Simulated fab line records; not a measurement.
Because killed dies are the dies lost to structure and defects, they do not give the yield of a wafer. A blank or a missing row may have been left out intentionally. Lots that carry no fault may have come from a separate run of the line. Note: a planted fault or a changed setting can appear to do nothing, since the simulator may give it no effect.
What tool caused it? -- flow sky130 -- 30 wafers from 10 lots sampled at 3 of the route's 708 steps

## WHAT THE GAUGES SHOWED, per wafer
SKY_VIA1_RS_MEAS_22: measurement is done with a four-point probe.
lot,measured,on,VIA1_W_RS (ohm/sq)
L382,day 35 18:51,film-metro-02,0.435 0.419 0.416
L384,day 36 15:09,film-metro-02,0.420 0.431 0.427
L386,day 36 16:20,film-metro-04,0.435 0.423 0.431
L385,day 36 15:59,film-metro-01,0.421 0.426 0.417
L391,day 38 03:04,film-metro-01,1.291 0.430 0.430
L390,day 38 04:43,film-metro-01,0.429 1.293 1.278
L394,day 39 00:14,film-metro-01,0.425 0.431 0.433
L400,day 40 21:31,film-metro-02,0.427 0.418 0.426
L402,day 41 03:34,film-metro-01,0.431 0.432 0.433
L401,day 41 06:49,film-metro-04,0.433 0.435 0.427

## WHAT TOOL EACH LOT RAN ON (gives the tool, then ch and the chambers of the sampled wafers, and finally the start)
lot,SKY_METAL1_SPUTTER_01,SKY_VIA1_CVD_21
L382,"pvd-sputter-01, day 32 14:08","cvd-w-02 ch 0,1, day 35 18:45"
L384,"pvd-sputter-01, day 33 21:28","cvd-w-02 ch 0,1, day 36 15:04"
L386,"pvd-sputter-01, day 33 22:17","cvd-w-02 ch 0,1, day 36 16:14"
L385,"pvd-sputter-03, day 33 22:25","cvd-w-01 ch 0,1, day 36 15:53"
L391,"pvd-sputter-04, day 36 00:41","cvd-w-02 ch 0,1, day 38 02:56"
L390,"pvd-sputter-03, day 36 01:26","cvd-w-02 ch 0,1, day 38 04:37"
L394,"pvd-sputter-01, day 36 19:53","cvd-w-01 ch 0,1, day 39 00:08"
L400,"pvd-sputter-03, day 38 18:34","cvd-w-01 ch 0,1, day 40 21:25"
L402,"pvd-sputter-04, day 39 00:23","cvd-w-02 ch 1, day 41 03:27"
L401,"pvd-sputter-01, day 39 02:35","cvd-w-02 ch 1, day 41 06:41"
- SKY_METAL1_SPUTTER_01: material TiN, target thk 20 nm, time 16.7 s.
- SKY_VIA1_CVD_21: deposits W, target thk 270 nm, time 80.902 s.

## THE ANSWER, worked out from the rows above alone
Rule: what is usual is taken from the lots themselves. The widest of any qualifying gaps counts: lots, ordered by their means at a reading, are off when they make up no more than a third of the lots, leave a main group of 4 or more, and stand apart from it by 3 or more times the standard deviation of that group's means. The tables above print the reading to a certain number of digits; a main group whose means all agree to those digits is not used. Also off: a lot with no number at a reading for which 4 or more lots have one. All remaining lots with rows at the step are treated as sound.
Off: L391, L390, at SKY_VIA1_RS_MEAS_22 (VIA1_W_RS). The main group: mean 0.427 ohm/sq, standard deviation 0.0038.
If a tool, at a process step before that reading, ran all the lots that are off and no sound lot after the first of them, it fits. Gauges at SKY_VIA1_RS_MEAS_22: tried the same way as those tools. Of those tried, none fits.

## WHAT HAD BEEN PUT IN BY THE SIMULATOR
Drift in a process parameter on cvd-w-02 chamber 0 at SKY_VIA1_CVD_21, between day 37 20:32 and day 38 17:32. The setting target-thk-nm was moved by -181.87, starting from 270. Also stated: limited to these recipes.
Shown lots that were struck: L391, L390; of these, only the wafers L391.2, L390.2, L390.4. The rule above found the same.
